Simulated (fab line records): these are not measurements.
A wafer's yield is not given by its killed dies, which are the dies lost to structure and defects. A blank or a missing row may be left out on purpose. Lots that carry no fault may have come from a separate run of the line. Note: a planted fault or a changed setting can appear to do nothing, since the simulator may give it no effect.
Which of the tools did it? || flow sky130 || 14 lots with 42 wafers sampled at 7 steps, on a route of 708 steps

== WHAT THE GAUGES SHOWED, per wafer ==
SKY_VT_ADJUST_HVTP_CD_MEAS_07: the cd target is 380 nm. Usual: cd nm 379.0 nm, standard deviation 2.5.
{"lot": "L181", "measured": "day 6 01:46", "on": "cd sem-02", "cd nm (nm)": "381.3 381.0 383.1", "flag": ""}
{"lot": "L182", "measured": "day 6 09:36", "on": "cd sem-02", "cd nm (nm)": "375.9 376.7 377.8", "flag": ""}
{"lot": "L183", "measured": "day 6 13:02", "on": "cd sem-02", "cd nm (nm)": "380.4 381.6 380.1", "flag": ""}
{"lot": "L184", "measured": "day 6 21:12", "on": "cd sem-01", "cd nm (nm)": "377.0 375.7 376.6", "flag": ""}
{"lot": "L185", "measured": "day 7 05:06", "on": "cd sem-02", "cd nm (nm)": "383.5 381.4 381.2", "flag": ""}
{"lot": "L186", "measured": "day 7 11:08", "on": "cd sem-02", "cd nm (nm)": "381.6 382.7 381.6", "flag": ""}
{"lot": "L189", "measured": "day 8 02:01", "on": "cd sem-01", "cd nm (nm)": "382.2 381.0 381.9", "flag": ""}
{"lot": "L190", "measured": "day 8 08:29", "on": "cd sem-02", "cd nm (nm)": "379.4 375.7 375.5", "flag": ""}
{"lot": "L191", "measured": "day 8 15:47", "on": "cd sem-01", "cd nm (nm)": "376.9 378.2 379.6", "flag": ""}
{"lot": "L192", "measured": "day 9 00:32", "on": "cd sem-02", "cd nm (nm)": "375.7 376.1 377.5", "flag": ""}
{"lot": "L195", "measured": "day 9 15:41", "on": "cd sem-01", "cd nm (nm)": "382.3 378.2 378.6", "flag": ""}
{"lot": "L196", "measured": "day 9 23:00", "on": "cd sem-02", "cd nm (nm)": "378.8 377.8 377.6", "flag": ""}
{"lot": "L198", "measured": "day 10 13:32", "on": "cd sem-02", "cd nm (nm)": "381.4 381.5 379.8", "flag": ""}
{"lot": "L199", "measured": "day 10 17:53", "on": "cd sem-02", "cd nm (nm)": "381.4 380.7 378.6", "flag": ""}

SKY_VT_ADJUST_LVTN_OVL_MEAS_18. Usual: VT_ADJUST_LVTN_01_OVL typically reads -0.1 nm, with standard deviation 1.3.
{"lot": "L181", "measured": "day 7 17:19", "on": "overlay-01", "VT_ADJUST_LVTN_01_OVL (nm)": "0.9 -0.5 2.0", "flag": ""}
{"lot": "L182", "measured": "day 8 01:52", "on": "overlay-02", "VT_ADJUST_LVTN_01_OVL (nm)": "0.9 -0.2 -1.2", "flag": ""}
{"lot": "L183", "measured": "day 8 05:17", "on": "overlay-02", "VT_ADJUST_LVTN_01_OVL (nm)": "-0.9 -0.9 -0.7", "flag": ""}
{"lot": "L184", "measured": "day 8 14:07", "on": "overlay-01", "VT_ADJUST_LVTN_01_OVL (nm)": "-1.6 -1.0 -0.9", "flag": ""}
{"lot": "L185", "measured": "day 8 22:53", "on": "overlay-02", "VT_ADJUST_LVTN_01_OVL (nm)": "0.2 0.8 2.0", "flag": ""}
{"lot": "L186", "measured": "day 9 04:27", "on": "overlay-01", "VT_ADJUST_LVTN_01_OVL (nm)": "-1.1 0.7 -0.1", "flag": ""}
{"lot": "L189", "measured": "day 9 19:53", "on": "overlay-01", "VT_ADJUST_LVTN_01_OVL (nm)": "-1.6 -0.8 -0.5", "flag": ""}
{"lot": "L190", "measured": "day 10 02:41", "on": "overlay-01", "VT_ADJUST_LVTN_01_OVL (nm)": "-1.7 0.7 -0.6", "flag": ""}
{"lot": "L191", "measured": "day 10 10:50", "on": "overlay-02", "VT_ADJUST_LVTN_01_OVL (nm)": "1.8 1.4 -0.3", "flag": ""}
{"lot": "L192", "measured": "day 10 21:20", "on": "overlay-02", "VT_ADJUST_LVTN_01_OVL (nm)": "-0.5 -1.1 -0.5", "flag": ""}
{"lot": "L195", "measured": "day 11 13:36", "on": "overlay-02", "VT_ADJUST_LVTN_01_OVL (nm)": "-1.9 -0.7 -1.0", "flag": ""}
{"lot": "L196", "measured": "day 11 22:34", "on": "overlay-02", "VT_ADJUST_LVTN_01_OVL (nm)": "2.2 0.6 3.6", "flag": ""}
{"lot": "L198", "measured": "day 12 12:50", "on": "overlay-02", "VT_ADJUST_LVTN_01_OVL (nm)": "0.1 0.7 -0.2", "flag": ""}
{"lot": "L199", "measured": "day 12 17:34", "on": "overlay-02", "VT_ADJUST_LVTN_01_OVL (nm)": "-1.6 -0.5 -0.7", "flag": ""}

SKY_VT_ADJUST_HVTR_CD_MEAS_07: the cd target is 380 nm. Usual: cd nm 379.7 nm, standard deviation 2.4.
{"lot": "L181", "measured": "day 9 09:58", "on": "cd sem-02", "cd nm (nm)": "382.3 380.5 380.3", "flag": ""}
{"lot": "L182", "measured": "day 9 19:46", "on": "cd sem-02", "cd nm (nm)": "378.3 381.0 379.9", "flag": ""}
{"lot": "L183", "measured": "day 9 23:44", "on": "cd sem-02", "cd nm (nm)": "375.0 377.6 379.6", "flag": ""}
{"lot": "L184", "measured": "day 10 08:55", "on": "cd sem-01", "cd nm (nm)": "380.3 380.4 381.3", "flag": ""}
{"lot": "L185", "measured": "day 10 19:24", "on": "cd sem-02", "cd nm (nm)": "376.0 375.5 377.8", "flag": ""}
{"lot": "L186", "measured": "day 11 00:33", "on": "cd sem-02", "cd nm (nm)": "378.9 379.8 378.3", "flag": ""}
{"lot": "L189", "measured": "day 11 18:25", "on": "cd sem-02", "cd nm (nm)": "381.6 381.2 382.6", "flag": ""}
{"lot": "L190", "measured": "day 12 01:31", "on": "cd sem-02", "cd nm (nm)": "379.8 377.6 375.0", "flag": ""}
{"lot": "L191", "measured": "day 12 10:05", "on": "cd sem-02", "cd nm (nm)": "380.4 382.8 380.9", "flag": ""}
{"lot": "L192", "measured": "day 12 21:20", "on": "cd sem-02", "cd nm (nm)": "380.5 376.8 379.3", "flag": ""}
{"lot": "L195", "measured": "day 13 15:11", "on": "cd sem-01", "cd nm (nm)": "- - -", "flag": "OFF"}
{"lot": "L196", "measured": "day 14 00:58", "on": "cd sem-01", "cd nm (nm)": "- - -", "flag": "OFF"}
{"lot": "L198", "measured": "day 14 16:23", "on": "cd sem-01", "cd nm (nm)": "375.5 375.2 379.2", "flag": ""}
{"lot": "L199", "measured": "day 14 22:23", "on": "cd sem-02", "cd nm (nm)": "379.6 380.9 377.6", "flag": ""}

SKY_VT_ADJUST_PCH_TW_MEAS_10. Usual: VT_ADJUST_PCH_TW typically reads 142.6, with standard deviation 1.4.
{"lot": "L181", "measured": "day 10 08:53", "on": "film metro-02", "VT_ADJUST_PCH_TW": "141.1 142.7 141.4", "flag": ""}
{"lot": "L182", "measured": "day 10 19:17", "on": "film metro-03", "VT_ADJUST_PCH_TW": "142.0 141.6 141.6", "flag": ""}
{"lot": "L183", "measured": "day 10 23:37", "on": "film metro-04", "VT_ADJUST_PCH_TW": "144.0 144.6 144.9", "flag": ""}
{"lot": "L184", "measured": "day 11 08:29", "on": "film metro-02", "VT_ADJUST_PCH_TW": "140.8 140.8 141.2", "flag": ""}
{"lot": "L185", "measured": "day 11 19:08", "on": "film metro-02", "VT_ADJUST_PCH_TW": "141.9 140.5 140.8", "flag": ""}
{"lot": "L186", "measured": "day 12 00:51", "on": "film metro-02", "VT_ADJUST_PCH_TW": "142.0 141.5 141.1", "flag": ""}
{"lot": "L189", "measured": "day 12 18:20", "on": "film metro-04", "VT_ADJUST_PCH_TW": "144.0 143.9 144.3", "flag": ""}
{"lot": "L190", "measured": "day 13 02:59", "on": "film metro-03", "VT_ADJUST_PCH_TW": "141.9 141.7 141.9", "flag": ""}
{"lot": "L191", "measured": "day 13 12:14", "on": "film metro-02", "VT_ADJUST_PCH_TW": "142.2 141.9 142.6", "flag": ""}
{"lot": "L192", "measured": "day 13 23:37", "on": "film metro-03", "VT_ADJUST_PCH_TW": "141.5 141.8 141.7", "flag": ""}
{"lot": "L195", "measured": "day 14 18:34", "on": "film metro-03", "VT_ADJUST_PCH_TW": "220.5 222.3 221.7", "flag": "OFF"}
{"lot": "L196", "measured": "day 15 04:23", "on": "film metro-03", "VT_ADJUST_PCH_TW": "222.4 222.0 223.6", "flag": "OFF"}
{"lot": "L198", "measured": "day 15 19:58", "on": "film metro-04", "VT_ADJUST_PCH_TW": "143.5 143.4 144.7", "flag": ""}
{"lot": "L199", "measured": "day 16 01:51", "on": "film metro-02", "VT_ADJUST_PCH_TW": "140.7 140.4 140.4", "flag": ""}

SKY_SONOS_TUNNEL_TW_MEAS_12. Usual: SONOS_TUNNEL_TW typically reads 196.1, with standard deviation 2.3.
{"lot": "L181", "measured": "day 11 08:41", "on": "film metro-01", "SONOS_TUNNEL_TW": "193.4 195.1 195.0", "flag": ""}
{"lot": "L182", "measured": "day 11 18:01", "on": "film metro-01", "SONOS_TUNNEL_TW": "194.0 193.7 194.3", "flag": ""}
{"lot": "L183", "measured": "day 11 23:53", "on": "film metro-04", "SONOS_TUNNEL_TW": "199.3 198.2 197.5", "flag": ""}
{"lot": "L184", "measured": "day 12 09:09", "on": "film metro-01", "SONOS_TUNNEL_TW": "194.2 193.4 194.2", "flag": ""}
{"lot": "L185", "measured": "day 12 19:38", "on": "film metro-01", "SONOS_TUNNEL_TW": "194.2 193.7 193.6", "flag": ""}
{"lot": "L186", "measured": "day 13 01:54", "on": "film metro-04", "SONOS_TUNNEL_TW": "199.7 199.7 198.7", "flag": ""}
{"lot": "L189", "measured": "day 13 19:52", "on": "film metro-02", "SONOS_TUNNEL_TW": "195.7 195.7 196.6", "flag": ""}
{"lot": "L190", "measured": "day 14 05:38", "on": "film metro-01", "SONOS_TUNNEL_TW": "193.7 193.5 195.3", "flag": ""}
{"lot": "L191", "measured": "day 14 14:19", "on": "film metro-04", "SONOS_TUNNEL_TW": "199.9 199.6 199.2", "flag": ""}
{"lot": "L192", "measured": "day 15 03:14", "on": "film metro-04", "SONOS_TUNNEL_TW": "199.3 199.7 198.9", "flag": ""}
{"lot": "L195", "measured": "day 15 22:24", "on": "film metro-02", "SONOS_TUNNEL_TW": "247.1 246.6 246.6", "flag": "OFF"}
{"lot": "L196", "measured": "day 16 08:41", "on": "film metro-02", "SONOS_TUNNEL_TW": "245.6 246.0 245.4", "flag": "OFF"}
{"lot": "L198", "measured": "day 17 00:16", "on": "film metro-01", "SONOS_TUNNEL_TW": "193.6 194.0 193.4", "flag": ""}
{"lot": "L199", "measured": "day 17 06:12", "on": "film metro-01", "SONOS_TUNNEL_TW": "193.7 193.6 193.3", "flag": ""}

== TOOL THAT RAN EACH LOT (tool first, then ch and the chambers of the sampled wafers, then the start) ==
{"lot": "L181", "SKY_VT_ADJUST_HVTP_STRIP_10": "plasma asher-03 ch 0,1, day 6 02:03", "SKY_VT_ADJUST_HVTR_COAT_02": "litho track-03 ch 0, day 8 23:13"}
{"lot": "L182", "SKY_VT_ADJUST_HVTP_STRIP_10": "plasma asher-01 ch 0,1, day 6 09:53", "SKY_VT_ADJUST_HVTR_COAT_02": "litho track-03 ch 0, day 9 09:10"}
{"lot": "L183", "SKY_VT_ADJUST_HVTP_STRIP_10": "plasma asher-01 ch 0,1, day 6 13:21", "SKY_VT_ADJUST_HVTR_COAT_02": "litho track-03 ch 0, day 9 12:29"}
{"lot": "L184", "SKY_VT_ADJUST_HVTP_STRIP_10": "plasma asher-01 ch 0,1, day 6 21:29", "SKY_VT_ADJUST_HVTR_COAT_02": "litho track-03 ch 0, day 9 21:43"}
{"lot": "L185", "SKY_VT_ADJUST_HVTP_STRIP_10": "plasma asher-02 ch 0,1, day 7 05:23", "SKY_VT_ADJUST_HVTR_COAT_02": "litho track-03 ch 0, day 10 07:16"}
{"lot": "L186", "SKY_VT_ADJUST_HVTP_STRIP_10": "plasma asher-03 ch 0,1, day 7 11:26", "SKY_VT_ADJUST_HVTR_COAT_02": "litho track-03 ch 0, day 10 12:56"}
{"lot": "L189", "SKY_VT_ADJUST_HVTP_STRIP_10": "plasma asher-01 ch 0,1, day 8 02:19", "SKY_VT_ADJUST_HVTR_COAT_02": "litho track-02 ch 0, day 11 06:24"}
{"lot": "L190", "SKY_VT_ADJUST_HVTP_STRIP_10": "plasma asher-01 ch 0,1, day 8 08:47", "SKY_VT_ADJUST_HVTR_COAT_02": "litho track-01 ch 0, day 11 13:38"}
{"lot": "L191", "SKY_VT_ADJUST_HVTP_STRIP_10": "plasma asher-03 ch 0,1, day 8 16:05", "SKY_VT_ADJUST_HVTR_COAT_02": "litho track-01 ch 0, day 11 21:47"}
{"lot": "L192", "SKY_VT_ADJUST_HVTP_STRIP_10": "plasma asher-03 ch 1, day 9 00:50", "SKY_VT_ADJUST_HVTR_COAT_02": "litho track-02 ch 0, day 12 08:57"}
{"lot": "L195", "SKY_VT_ADJUST_HVTP_STRIP_10": "plasma asher-02 ch 0,1, day 9 15:59", "SKY_VT_ADJUST_HVTR_COAT_02": "litho track-02, day 13 02:33"}
{"lot": "L196", "SKY_VT_ADJUST_HVTP_STRIP_10": "plasma asher-02 ch 0,1, day 9 23:17", "SKY_VT_ADJUST_HVTR_COAT_02": "litho track-03, day 13 12:18"}
{"lot": "L198", "SKY_VT_ADJUST_HVTP_STRIP_10": "plasma asher-01 ch 0,1, day 10 13:50", "SKY_VT_ADJUST_HVTR_COAT_02": "litho track-03 ch 0, day 14 02:53"}
{"lot": "L199", "SKY_VT_ADJUST_HVTP_STRIP_10": "plasma asher-02 ch 0,1, day 10 18:10", "SKY_VT_ADJUST_HVTR_COAT_02": "litho track-03 ch 0, day 14 08:57"}
- SKY_VT_ADJUST_HVTP_STRIP_10: strips in O2/N2.
- SKY_VT_ADJUST_HVTR_COAT_02: resist thk 1140 nm.

== WHAT THE TOOLS THEMSELVES READ (means of the sampled wafers that have a number; where no wafer has one, the mark that the record gives instead) ==
SKY_VT_ADJUST_HVTP_STRIP_10. Usual: chamber pressure mTorr 1500.1 mTorr, standard deviation 1.5; drypump motor current A 5.8 A, standard deviation 0.48; oes product au 0.716 a.u., standard deviation 0.0043; strip time to endpoint s 14.19 s, standard deviation 0.041.
{"lot": "L181", "tool": "plasma asher-03", "chamber pressure mTorr (mTorr)": 1497.4, "drypump motor current A (A)": 6.2, "oes product au (a.u.)": 0.710, "strip time to endpoint s (s)": 14.20, "flag": ""}
{"lot": "L182", "tool": "plasma asher-01", "chamber pressure mTorr (mTorr)": 1498.5, "drypump motor current A (A)": 5.6, "oes product au (a.u.)": 0.713, "strip time to endpoint s (s)": 14.30, "flag": ""}
{"lot": "L183", "tool": "plasma asher-01", "chamber pressure mTorr (mTorr)": 1500.0, "drypump motor current A (A)": 5.6, "oes product au (a.u.)": 0.716, "strip time to endpoint s (s)": 14.17, "flag": ""}
{"lot": "L184", "tool": "plasma asher-01", "chamber pressure mTorr (mTorr)": 1500.6, "drypump motor current A (A)": 5.6, "oes product au (a.u.)": 0.715, "strip time to endpoint s (s)": 14.18, "flag": ""}
{"lot": "L185", "tool": "plasma asher-02", "chamber pressure mTorr (mTorr)": 1499.1, "drypump motor current A (A)": 5.8, "oes product au (a.u.)": 0.714, "strip time to endpoint s (s)": 14.16, "flag": ""}
{"lot": "L186", "tool": "plasma asher-03", "chamber pressure mTorr (mTorr)": 1501.0, "drypump motor current A (A)": 6.3, "oes product au (a.u.)": 0.716, "strip time to endpoint s (s)": 14.22, "flag": ""}
{"lot": "L189", "tool": "plasma asher-01", "chamber pressure mTorr (mTorr)": 1498.9, "drypump motor current A (A)": 5.7, "oes product au (a.u.)": 0.718, "strip time to endpoint s (s)": 14.18, "flag": ""}
{"lot": "L190", "tool": "plasma asher-01", "chamber pressure mTorr (mTorr)": 1500.6, "drypump motor current A (A)": 5.7, "oes product au (a.u.)": 0.716, "strip time to endpoint s (s)": 14.23, "flag": ""}
{"lot": "L191", "tool": "plasma asher-03", "chamber pressure mTorr (mTorr)": 1499.4, "drypump motor current A (A)": 6.1, "oes product au (a.u.)": 0.714, "strip time to endpoint s (s)": 14.13, "flag": ""}
{"lot": "L192", "tool": "plasma asher-03", "chamber pressure mTorr (mTorr)": 1501.1, "drypump motor current A (A)": 5.9, "oes product au (a.u.)": 0.714, "strip time to endpoint s (s)": 14.19, "flag": ""}
{"lot": "L195", "tool": "plasma asher-02", "chamber pressure mTorr (mTorr)": 1499.1, "drypump motor current A (A)": 5.4, "oes product au (a.u.)": 0.719, "strip time to endpoint s (s)": 14.20, "flag": ""}
{"lot": "L196", "tool": "plasma asher-02", "chamber pressure mTorr (mTorr)": 1501.4, "drypump motor current A (A)": 5.4, "oes product au (a.u.)": 0.711, "strip time to endpoint s (s)": 14.18, "flag": ""}
{"lot": "L198", "tool": "plasma asher-01", "chamber pressure mTorr (mTorr)": 1500.7, "drypump motor current A (A)": 5.6, "oes product au (a.u.)": 0.716, "strip time to endpoint s (s)": 14.17, "flag": ""}
{"lot": "L199", "tool": "plasma asher-02", "chamber pressure mTorr (mTorr)": 1499.7, "drypump motor current A (A)": 5.4, "oes product au (a.u.)": 0.718, "strip time to endpoint s (s)": 14.24, "flag": ""}

SKY_VT_ADJUST_HVTR_COAT_02. Usual: chill plate temp C 23.00 C, standard deviation 0.089; dispense pressure kPa 49.0 kPa, standard deviation 2.5; spin speed rpm 3000.7 rpm, standard deviation 2.5.
{"lot": "L181", "tool": "litho track-03", "chill plate temp C (C)": 23.06, "dispense pressure kPa (kPa)": 47.2, "spin speed rpm (rpm)": 3002.0, "flag": ""}
{"lot": "L182", "tool": "litho track-03", "chill plate temp C (C)": 23.08, "dispense pressure kPa (kPa)": 47.2, "spin speed rpm (rpm)": 3001.6, "flag": ""}
{"lot": "L183", "tool": "litho track-03", "chill plate temp C (C)": 23.14, "dispense pressure kPa (kPa)": 47.2, "spin speed rpm (rpm)": 2998.6, "flag": ""}
{"lot": "L184", "tool": "litho track-03", "chill plate temp C (C)": 22.98, "dispense pressure kPa (kPa)": 47.2, "spin speed rpm (rpm)": 3001.4, "flag": ""}
{"lot": "L185", "tool": "litho track-03", "chill plate temp C (C)": 22.92, "dispense pressure kPa (kPa)": 47.2, "spin speed rpm (rpm)": 2999.6, "flag": ""}
{"lot": "L186", "tool": "litho track-03", "chill plate temp C (C)": 22.93, "dispense pressure kPa (kPa)": 47.2, "spin speed rpm (rpm)": 3000.3, "flag": ""}
{"lot": "L189", "tool": "litho track-02", "chill plate temp C (C)": 22.94, "dispense pressure kPa (kPa)": 48.5, "spin speed rpm (rpm)": 3000.7, "flag": ""}
{"lot": "L190", "tool": "litho track-01", "chill plate temp C (C)": 22.97, "dispense pressure kPa (kPa)": 53.2, "spin speed rpm (rpm)": 2999.8, "flag": ""}
{"lot": "L191", "tool": "litho track-01", "chill plate temp C (C)": 22.99, "dispense pressure kPa (kPa)": 53.2, "spin speed rpm (rpm)": 3000.8, "flag": ""}
{"lot": "L192", "tool": "litho track-02", "chill plate temp C (C)": 22.96, "dispense pressure kPa (kPa)": 48.4, "spin speed rpm (rpm)": 3000.4, "flag": ""}
{"lot": "L195", "tool": "litho track-02", "chill plate temp C (C)": "-", "dispense pressure kPa (kPa)": "-", "spin speed rpm (rpm)": "-", "flag": "OFF"}
{"lot": "L196", "tool": "litho track-03", "chill plate temp C (C)": "-", "dispense pressure kPa (kPa)": "-", "spin speed rpm (rpm)": "-", "flag": "OFF"}
{"lot": "L198", "tool": "litho track-03", "chill plate temp C (C)": 22.95, "dispense pressure kPa (kPa)": 47.2, "spin speed rpm (rpm)": 3000.3, "flag": ""}
{"lot": "L199", "tool": "litho track-03", "chill plate temp C (C)": 23.03, "dispense pressure kPa (kPa)": 47.2, "spin speed rpm (rpm)": 3001.8, "flag": ""}

== THE ANSWER, worked out from the rows above alone ==
Rule: a lot is off if the mean of its wafers that have a number lies more than 3 standard deviations from the usual mean. Also off: a lot with no number at a reading for which 4 or more lots have one. The other lots that the step has rows for count as sound. The gauges are gone through in route order, then the tools' own readings, and for those a lot's mean is taken as printed above. At the first step where some lot is off, the reading lying furthest off is the one used; lots without a number count as furthest.
Off, at SKY_VT_ADJUST_HVTR_CD_MEAS_07 on cd nm: L195, L196. Without a number there: L195, L196.
If a tool, at a process step before that reading, ran all the lots that are off and no sound lot after the first of them, it fits. The gauges at SKY_VT_ADJUST_HVTR_CD_MEAS_07 aren't tried: what is off there is off at SKY_VT_ADJUST_PCH_TW_MEAS_10 too, on other tools, and a gauge's error can't cause that. None of those tried fits.

== WHAT THE SIMULATOR HAD INSERTED ==
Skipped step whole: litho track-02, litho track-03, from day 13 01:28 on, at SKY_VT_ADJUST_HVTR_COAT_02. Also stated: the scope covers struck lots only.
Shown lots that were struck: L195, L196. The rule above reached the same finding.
